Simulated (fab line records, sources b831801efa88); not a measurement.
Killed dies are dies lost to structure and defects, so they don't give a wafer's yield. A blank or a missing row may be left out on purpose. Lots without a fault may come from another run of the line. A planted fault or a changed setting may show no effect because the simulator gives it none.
fab line records | flow sky130
record lots=12 wafers=36 last_day=50
route steps=708 shown FIELD_ISO@26 NWELL@66 VT_ADJUST_HVTP@92 POLY_GATE@229
lots that met no fault: from a run of the same line without faults
start_h: hours from the record's first day to the start of the lot's first wafer shown | wait_h: hours since the lot's step before | " the same as in the row above | L1.1+2: a row that stands for several wafers | - no value, or no start given | * or withheld: withheld | < > ~ a bound
route shown NAME@n: a module of which the file shows steps, and the number in the route of the first | usual: mean/standard deviation of fault-free wafers | same: alike in all rows | chamber/n: place in a boat | sites: the reading at each site | _std_site: their standard deviation | _edge_site: outer sites' mean less inner sites' | radius_mm: how far each site lies from the wafer's centre | mask NAME#n: copy n | behind: the tool/chamber that last shaped the wafer | hold: why the lot was held/for how many hours/how that ended | device: the transistor (n, p or np) that didn't switch | end of line: the same wafers' tests at the end of the route | a step without rows: its recipe alone | killed: dies lost to structure and defects at the first sort, not the wafer's yield | map: a wafer's dies, x killed, . not, _ none there
set.NAME: the setting as run; set.NAME@STEP: as run at that earlier step | model.NAME: the simulator's own value behind a step, which no gauge read
steps of the route over a sample of lots; a table a step, a row a wafer
services: from which hour (start_h, from the record's first day; less than 0 if before it) a tool's chamber was out of use, for how many hours, and why
## steps
# step SKY_FIELD_ISO_THK_MEAS_25
# recipe reads=SiO2_of_FIELD_ISO_CVD_24
# usual FIELD_ISO_CVD_24_THK=591/6.2
# columns lot.wafer tool chamber start_h wait_h FIELD_ISO_CVD_24_THK[nm]
L245.3 film_metro-02 - 30.86 0.1 592
L245.5 " - " " 600
L245.6 " - " " 595
L246.1 film_metro-04 - 36.75 0.0 583
L246.3 " - " " 589
L246.5 " - " " 580
L248.2 film_metro-02 - 47.95 0.0 591
L248.5 " - " " 594
L248.6 " - " " 593
L249.3 film_metro-02 - 55.99 0.1 593
L249.5 " - " " 585
L249.6 " - " " 581
L252.2 film_metro-01 - 69.57 0.0 583
L252.3 " - " " 587
L252.6 " - " " 579
L254.1 film_metro-02 - 78.92 0.0 585
L254.2 " - " " 588
L254.4 " - " " 588
L255.2 film_metro-02 - 83.11 0.0 592
L255.4 " - " " 593
L255.5 " - " " 592
L256.2 film_metro-02 - 88.55 0.0 583
L256.3 " - " " 586
L256.4 " - " " 586
L259.2 film_metro-02 - 108.64 0.0 583
L259.3 " - " " 592
L259.5 " - " " 584
L261.1 film_metro-01 - 115.59 0.0 592
L261.2 " - " " 593
L261.4 " - " " 590
L265.4 film_metro-01 - 135.32 0.0 586
L265.5 " - " " 597
L265.6 " - " " 593
L268.1 film_metro-04 - 149.76 0.0 599
L268.4 " - " " 596
L268.6 " - " " 595
# step SKY_NWELL_IMPLANT_13
# recipe species=P energy_kev=50 dose_cm2=7e+11 tilt_deg=withheld
# usual dose_ions_cm2=6.998e+11/8.2e+08 faraday_current_uA=3.95/0.078
# columns lot.wafer tool chamber start_h wait_h dose_ions_cm2 faraday_current_uA
L245.3 implanter-03 0 84.50 0.1 6.995e+11 3.92
L245.5 " 0 " " 7e+11 3.94
L245.6 " 0 " " 7.011e+11 4.05
L246.1 implanter-03 0 91.38 0.1 7e+11 3.94
L246.3 " 0 " " 6.994e+11 3.86
L246.5 " 0 " " 7.001e+11 3.98
L248.2 implanter-02 0 106.76 0.1 6.998e+11 4.00
L248.5 " 0 " " 6.997e+11 3.87
L248.6 " 0 " " 6.989e+11 3.88
L249.3 implanter-02 0 113.26 0.1 7.005e+11 3.98
L249.5 " 0 " " 7.005e+11 3.99
L249.6 " 0 " " 7.012e+11 4.02
L252.2 implanter-02 0 129.73 0.1 7.004e+11 3.83
L252.3 " 0 " " 6.99e+11 3.86
L252.6 " 0 " " 6.992e+11 3.95
L254.1 implanter-04 0 138.76 0.1 7.001e+11 3.95
L254.2 " 0 " " 6.999e+11 3.97
L254.4 " 0 " " 7.002e+11 3.82
L255.2 implanter-04 0 141.76 0.1 6.995e+11 3.94
L255.4 " 0 " " 6.994e+11 4.03
L255.5 " 0 " " 6.996e+11 3.88
L256.2 implanter-02 0 149.49 0.1 7e+11 3.99
L256.3 " 0 " " 7.009e+11 3.93
L256.4 " 0 " " 7.01e+11 3.91
L259.2 implanter-04 0 175.51 0.1 1.2912e+12 7.27
L259.3 " 0 " " 1.2914e+12 7.37
L259.5 " 0 " " 1.2918e+12 7.46
L261.1 implanter-04 0 180.18 0.1 1.2911e+12 7.49
L261.2 " 0 " " 1.2916e+12 7.27
L261.4 " 0 " " 1.2922e+12 7.03
L265.4 implanter-04 0 202.01 0.1 1.2903e+12 7.05
L265.5 " 0 " " 1.2906e+12 7.17
L265.6 " 0 " " 1.2901e+12 7.45
L268.1 implanter-03 0 218.10 0.1 7.006e+11 3.91
L268.4 " 0 " " 7.009e+11 4.06
L268.6 " 0 " " 7.011e+11 4.01
# step SKY_NWELL_RS_MEAS_29
# recipe thk_meas_gauge=four-point-probe
# usual NWELL_RS=625.1/1.6
# columns lot.wafer tool chamber start_h wait_h NWELL_RS[ohm/sq]
L245.3 film_metro-04 - 103.03 0.1 627.2
L245.5 " - " " 626.7
L245.6 " - " " 628.4
L246.1 film_metro-03 - 109.14 0.1 626.7
L246.3 " - " " 624.4
L246.5 " - " " 623.6
L248.2 film_metro-03 - 125.49 0.1 624.7
L248.5 " - " " 625.2
L248.6 " - " " 624.4
L249.3 film_metro-03 - 132.18 0.1 625.7
L249.5 " - " " 624.7
L249.6 " - " " 624.0
L252.2 film_metro-02 - 149.29 0.1 627.1
L252.3 " - " " 625.4
L252.6 " - " " 625.4
L254.1 film_metro-03 - 159.37 0.1 626.9
L254.2 " - " " 626.2
L254.4 " - " " 627.0
L255.2 film_metro-02 - 161.94 0.1 626.0
L255.4 " - " " 628.0
L255.5 " - " " 627.8
L256.2 film_metro-02 - 170.59 0.1 623.1
L256.3 " - " " 622.3
L256.4 " - " " 624.7
L259.2 film_metro-04 - 196.13 0.1 609.1
L259.3 " - " " 608.0
L259.5 " - " " 608.1
L261.1 film_metro-04 - 201.57 0.1 608.1
L261.2 " - " " 608.7
L261.4 " - " " 608.5
L265.4 film_metro-03 - 224.55 0.1 611.8
L265.5 " - " " 612.2
L265.6 " - " " 611.4
L268.1 film_metro-04 - 241.65 0.1 624.5
L268.4 " - " " 625.3
L268.6 " - " " 623.2
# step SKY_VT_ADJUST_HVTP_CD_MEAS_07
# recipe target_cd_nm=380
# usual cd_nm=379.6/2.9
# columns lot.wafer tool chamber start_h wait_h cd_nm
L245.3 cd_sem-02 - 121.06 0.1 382.1
L245.5 " - " " 385.0
L245.6 " - " " 384.3
L246.1 cd_sem-01 - 127.47 0.1 378.5
L246.3 " - " " 381.0
L246.5 " - " " 379.2
L248.2 cd_sem-02 - 144.54 0.1 379.3
L248.5 " - " " 380.7
L248.6 " - " " 380.8
L249.3 cd_sem-02 - 151.26 0.1 378.4
L249.5 " - " " 375.3
L249.6 " - " " 378.0
L252.2 cd_sem-01 - 169.10 0.1 380.0
L252.3 " - " " 382.0
L252.6 " - " " 382.9
L254.1 cd_sem-01 - 179.37 0.1 381.3
L254.2 " - " " 382.3
L254.4 " - " " 383.3
L255.2 cd_sem-02 - 182.50 0.1 376.7
L255.4 " - " " 375.1
L255.5 " - " " 372.9
L256.2 cd_sem-02 - 191.45 0.1 380.9
L256.3 " - " " 384.1
L256.4 " - " " 382.0
L259.2 cd_sem-01 - 216.72 0.1 377.9
L259.3 " - " " 381.5
L259.5 " - " " 381.1
L261.1 cd_sem-01 - 223.35 0.1 375.8
L261.2 " - " " 376.4
L261.4 " - " " 377.6
L265.4 cd_sem-01 - 247.49 0.1 380.7
L265.5 " - " " 381.0
L265.6 " - " " 381.9
L268.1 cd_sem-01 - 265.77 0.1 380.1
L268.4 " - " " 377.6
L268.6 " - " " 378.4
# step SKY_POLY_GATE_ETCH_15
# recipe chemistry=N2/H2 target=BARC ion_energy_ev=200 source_w=500 bias_w=100 pressure_mtorr=30 n2_flow_sccm=100 h2_flow_sccm=200 stop_on=SiO2 time_s=118.5 target_depth_a=1100
# usual drypump_motor_current_A=5.4/0.48 oes_product_au=0.717/0.0045 throttle_valve_pct=13.213/0.0095
# same time_s=118.5
# columns lot.wafer tool chamber start_h wait_h drypump_motor_current_A oes_product_au rf_hours_counter_h throttle_valve_pct
L245.3 rie_diel-04 2 365.62 0.0 5.7 0.729 57 13.200
L245.5 " 2 " " 5.7 0.720 - 13.195
L245.6 " 3 " " 4.8 0.721 - 13.209
L246.1 rie_diel-04 1 373.72 0.0 5.0 0.714 6 13.203
L246.3 " 3 " " 4.8 0.711 97 13.207
L246.5 " 3 " " 4.8 0.725 - 13.213
L248.2 rie_diel-04 3 399.78 0.0 4.8 0.719 97 13.214
L248.5 " 3 " " 4.8 0.721 - 13.212
L248.6 " 0 " " 5.4 0.714 - 13.219
L249.3 rie_diel-01 0 410.63 0.0 5.9 0.718 8 13.202
L249.5 " 2 " " 5.8 0.717 - 13.201
L249.6 " 3 " " 5.7 0.712 - 13.217
L252.2 rie_diel-01 1 437.57 0.0 4.9 0.718 35 13.199
L252.3 " 3 " " 5.7 0.718 3 13.211
L252.6 " 0 " " 5.9 0.719 - 13.209
L255.2 rie_diel-04 3 456.48 0.0 4.8 0.724 98 13.216
L255.4 " 1 " " 5.0 0.717 8 13.229
L255.5 " 3 " " 4.8 0.709 - 13.230
L254.1 rie_diel-03 1 457.73 0.0 6.7 0.718 0 13.207
L254.2 " 2 " " 5.2 0.725 70 13.202
L254.4 " 3 " " 4.8 0.720 13 13.194
L256.2 rie_diel-04 2 468.32 0.0 5.7 0.717 59 13.224
L256.3 " 1 " " 5.0 0.720 8 13.226
L256.4 " 3 " " 4.8 0.717 99 13.215
L259.2 rie_diel-03 0 507.88 0.0 5.6 0.709 6 13.204
L259.3 " 2 " " 5.2 0.714 71 13.206
L259.5 " 0 " " 5.6 0.718 - 13.206
L261.1 rie_diel-01 3 515.23 0.0 5.7 0.713 4 13.201
L261.2 " 2 " " 5.8 0.721 78 13.219
L261.4 " 2 " " 5.8 0.713 - 13.216
L265.4 rie_diel-04 2 549.07 0.0 5.7 0.714 61 13.203
L265.5 " 0 " " 5.4 0.716 - 13.219
L265.6 " 1 " " 4.9 0.725 - 13.214
L268.1 rie_diel-01 3 567.35 0.0 5.7 0.717 6 13.234
L268.4 " 2 " " 5.8 0.712 79 13.213
L268.6 " 1 " " 4.9 0.719 - 13.223
## services
# columns tool chamber start_h hours kind
implanter-02 - 68.17 2.4 repair
rie_diel-01 2 75.54 3.0 repair
implanter-04 - 97.36 2.6 repair
implanter-04 - 113.52 3.5 pm
rie_diel-01 - 131.82 0.2 repair
rie_diel-04 0 135.98 2.5 repair
rie_diel-01 3 149.60 5.4 repair
rie_diel-01 3 173.47 8.2 repair
implanter-02 - 183.23 4.3 repair
rie_diel-04 2 237.10 5.5 repair
implanter-02 - 237.84 0.8 repair
implanter-04 - 241.29 2.0 repair
rie_diel-04 - 250.93 0.6 repair
rie_diel-04 2 333.05 7.3 repair
rie_diel-04 0 333.51 5.1 repair
implanter-02 - 349.16 4.8 repair
implanter-04 - 349.81 2.0 repair
rie_diel-01 2 371.82 6.2 repair
implanter-04 - 380.50 5.3 pm
rie_diel-04 2 391.27 12.9 repair
implanter-02 - 398.28 6.2 repair
rie_diel-04 - 460.18 0.9 repair
rie_diel-01 1 513.71 15.9 repair
rie_diel-04 - 538.82 0.9 repair
## key
first_sign step=SKY_NWELL_IMPLANT_13 reading=dose_ions_cm2 direction=up sigmas=99+ usual=* struck=*
effect step=SKY_NWELL_IMPLANT_13 reading=faraday_current_uA direction=up sigmas=43 usual=3.95 struck=7.29
effect step=SKY_NWELL_RS_MEAS_29 reading=NWELL_RS direction=down sigmas=9.9 usual=625.1 struck=609.5
met_at SKY_NWELL_IMPLANT_13
struck_lots L259,L261,L265
tester_left_out L259,L261,L265
not_acting_at SKY_FIELD_ISO_THK_MEAS_25,SKY_VT_ADJUST_HVTP_CD_MEAS_07,SKY_POLY_GATE_ETCH_15
onset_between 141.76 175.51
fault kind=process_parameter_drift tool=implanter-04 chamber=- onset_h=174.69 steps=SKY_NWELL_IMPLANT_13 channel=dose_cm2 offset=* shape=step end_h=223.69 acts_in=* stated=*
# tester_left_out: of these lots the tester's yield and bins aren't shown, on N5 and GAA mostly nor the transistor test; their killed dies are dies lost to structure and defects alone, not to doping, threshold or leakage, so they don't give the yield
